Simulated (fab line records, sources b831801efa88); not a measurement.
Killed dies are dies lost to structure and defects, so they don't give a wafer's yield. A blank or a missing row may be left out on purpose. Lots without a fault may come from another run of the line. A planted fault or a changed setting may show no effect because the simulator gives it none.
Which tool did it? | flow sky130 | 11 lots, 33 wafers sampled, at 5 steps of a route of 708

WHAT THE GAUGES READ, wafer by wafer
SKY_NWELL_THK_MEAS_02. Usual: NWELL_OXIDATION_THK 10.05 nm, standard deviation 0.17.
lot  | measured    | on            | NWELL_OXIDATION_THK (nm) | flag
L542 | day 2 12:55 | film_metro-02 | 9.95 9.93 9.93           |
L543 | day 2 18:05 | film_metro-02 | 10.19 10.26 10.40        |
L545 | day 3 06:52 | film_metro-01 | 9.96 10.01 9.99          |
L546 | day 3 08:15 | film_metro-01 | 9.97 10.00 10.07         |
L548 | day 3 19:53 | film_metro-02 | 9.63 9.75 9.72           |
L551 | day 4 11:38 | film_metro-03 | 10.07 10.24 10.07        |
L553 | day 4 21:47 | film_metro-02 | 9.91 10.04 9.86          |
L562 | day 6 23:01 | film_metro-01 | 10.33 10.13 10.31        |
L563 | day 7 07:56 | film_metro-03 | 10.19 9.95 10.10         |
L564 | day 7 09:30 | film_metro-02 | 10.00 9.92 9.87          |
L565 | day 7 13:29 | film_metro-02 | 10.17 10.08 10.10        |

SKY_SONOS_ONO_OVL_MEAS_14. Usual: SONOS_ONO_OVL -0.4 nm, standard deviation 1.8.
lot  | measured     | on         | SONOS_ONO_OVL (nm) | flag
L542 | day 12 16:35 | overlay-01 | 0.4 0.7 -0.2       |
L543 | day 12 22:24 | overlay-02 | 1.0 2.4 1.3        |
L545 | day 13 23:25 | overlay-01 | -1.4 -2.6 0.2      |
L546 | day 14 00:00 | overlay-02 | 0.6 0.6 0.6        |
L548 | day 14 17:01 | overlay-01 | -0.9 0.6 0.4       |
L551 | day 15 17:07 | overlay-01 | -0.2 2.3 -1.5      |
L553 | day 16 09:04 | overlay-02 | 2.2 3.9 0.9        |
L562 | day 19 18:35 | overlay-02 | -1.0 -0.4 1.3      |
L563 | day 20 03:33 | overlay-02 | 1.9 0.3 0.1        |
L564 | day 20 07:52 | overlay-01 | -1.1 -0.7 -1.3     |
L565 | day 20 16:25 | overlay-02 | -1.8 -2.1 -0.4     |

SKY_LI_CONTACT_THK_MEAS_01. Usual: LI_CONTACT_HDPCVD_THK 933 nm, standard deviation 9.8.
lot  | measured     | on            | LI_CONTACT_HDPCVD_THK (nm) | flag
L542 | day 27 23:11 | film_metro-04 | 933 913 929                |
L543 | day 28 06:02 | film_metro-01 | 912 923 921                |
L545 | day 29 13:43 | film_metro-04 | 913 928 931                |
L546 | day 29 16:01 | film_metro-04 | 948 937 927                |
L548 | day 30 00:25 | film_metro-01 | 933 954 943                |
L551 | day 31 03:00 | film_metro-02 | 945 958 949                |
L553 | day 31 17:25 | film_metro-02 | 945 1215 938               | OFF
L562 | day 34 18:33 | film_metro-01 | 929 942 933                |
L563 | day 34 23:07 | film_metro-04 | 940 931 932                |
L564 | day 35 07:49 | film_metro-02 | 927 921 927                |
L565 | day 35 11:46 | film_metro-01 | 920 921 922                |

WHICH TOOL RAN EACH LOT (tool, then ch and the chambers of the sampled wafers, then the start)
lot  | SKY_PWDE_STRIP_09                   | SKY_LI_CONTACT_HDPCVD_00
L542 | plasma_asher-01 ch 0,1, day 3 21:37 | hdpcvd-02 ch 0,1,2, day 27 23:05
L543 | plasma_asher-02 ch 0,1, day 4 02:52 | hdpcvd-01 ch 0,2, day 28 05:54
L545 | plasma_asher-01 ch 0,1, day 4 16:18 | hdpcvd-01 ch 0,1, day 29 13:36
L546 | plasma_asher-01 ch 0, day 4 17:19   | hdpcvd-02 ch 1,2, day 29 15:54
L548 | plasma_asher-01 ch 0,1, day 5 05:48 | hdpcvd-02 ch 1,2, day 30 00:17
L551 | plasma_asher-03 ch 0,1, day 5 22:13 | hdpcvd-02 ch 0,1,2, day 31 02:53
L553 | plasma_asher-03 ch 0, day 6 10:19   | hdpcvd-02 ch 0,1, day 31 17:18
L562 | plasma_asher-03 ch 1, day 8 15:19   | hdpcvd-02 ch 1,2, day 34 18:27
L563 | plasma_asher-02 ch 0,1, day 9 01:12 | hdpcvd-01 ch 1,2, day 34 22:59
L564 | plasma_asher-03 ch 1, day 9 02:58   | hdpcvd-02 ch 0,2, day 35 07:41
L565 | plasma_asher-01 ch 0,1, day 9 07:47 | hdpcvd-01 ch 0,1,2, day 35 11:41
- SKY_PWDE_STRIP_09: strips in O2/N2.
- SKY_LI_CONTACT_HDPCVD_00: deposits PSG, target thk 930 nm, time 155 s.

WHAT THE TOOLS THEMSELVES READ (means of the sampled wafers that have a number; where no wafer has one, the mark that the record gives instead)
SKY_PWDE_STRIP_09. Usual: chamber_pressure_mTorr 1499.9 mTorr, standard deviation 1.4; drypump_motor_current_A 5.4 A, standard deviation 0.44; oes_product_au 0.723 a.u., standard deviation 0.0048; strip_time_to_endpoint_s 36.93 s, standard deviation 0.091.
lot  | tool            | chamber_pressure_mTorr (mTorr) | drypump_motor_current_A (A) | oes_product_au (a.u.) | strip_time_to_endpoint_s (s) | flag
L542 | plasma_asher-01 | 1500.9                         | 5.7                         | 0.723                 | 36.95                        |
L543 | plasma_asher-02 | 1500.4                         | 5.9                         | 0.718                 | 36.98                        |
L545 | plasma_asher-01 | 1499.2                         | 5.6                         | 0.722                 | 37.01                        |
L546 | plasma_asher-01 | 1501.4                         | 5.5                         | 0.725                 | 36.87                        |
L548 | plasma_asher-01 | 1499.5                         | 5.7                         | 0.718                 | 36.99                        |
L551 | plasma_asher-03 | 1498.9                         | 5.0                         | 0.732                 | 36.85                        |
L553 | plasma_asher-03 | 1499.2                         | 5.1                         | 0.725                 | 36.93                        |
L562 | plasma_asher-03 | 1500.2                         | 5.1                         | 0.720                 | 36.95                        |
L563 | plasma_asher-02 | 1499.4                         | 5.6                         | 0.729                 | 37.02                        |
L564 | plasma_asher-03 | 1500.7                         | 5.1                         | 0.719                 | 36.84                        |
L565 | plasma_asher-01 | 1499.7                         | 5.7                         | 0.725                 | 36.91                        |

SKY_LI_CONTACT_HDPCVD_00. Usual: run_length_s 182.9 s, standard deviation 0.81.
lot  | tool      | run_length_s (s) | flag
L542 | hdpcvd-02 | 182.9            |
L543 | hdpcvd-01 | 183.2            |
L545 | hdpcvd-01 | 182.2            |
L546 | hdpcvd-02 | 183.1            |
L548 | hdpcvd-02 | 182.5            |
L551 | hdpcvd-02 | 182.8            |
L553 | hdpcvd-02 | 198.4            | OFF
L562 | hdpcvd-02 | 182.9            |
L563 | hdpcvd-01 | 182.7            |
L564 | hdpcvd-02 | 182.6            |
L565 | hdpcvd-01 | 182.6            |

THE ANSWER, worked out from the rows above alone
Rule: a lot is off if the mean of its wafers that have a number lies more than 3 standard deviations from the usual mean. A lot without any number at a reading at which 4 lots or more have one is off too. The other lots that the step has rows for count as sound. The gauges are gone through in route order, then the tools' own readings, and for those a lot's mean is taken as printed above. The first step at which some lot is off is used, and at that step the reading that is off furthest; a lot without a number counts as furthest.
Off: L553, at SKY_LI_CONTACT_THK_MEAS_01 (LI_CONTACT_HDPCVD_THK).
A tool fits if, at a process step before that reading, it ran every lot that is off, and no sound lot after the first of them. The gauges at SKY_LI_CONTACT_THK_MEAS_01 aren't tried: what is off there is off at SKY_LI_CONTACT_HDPCVD_00 too, on other tools, and a gauge's error can't cause that. None of those tried fits.

WHAT THE SIMULATOR HAD PUT IN
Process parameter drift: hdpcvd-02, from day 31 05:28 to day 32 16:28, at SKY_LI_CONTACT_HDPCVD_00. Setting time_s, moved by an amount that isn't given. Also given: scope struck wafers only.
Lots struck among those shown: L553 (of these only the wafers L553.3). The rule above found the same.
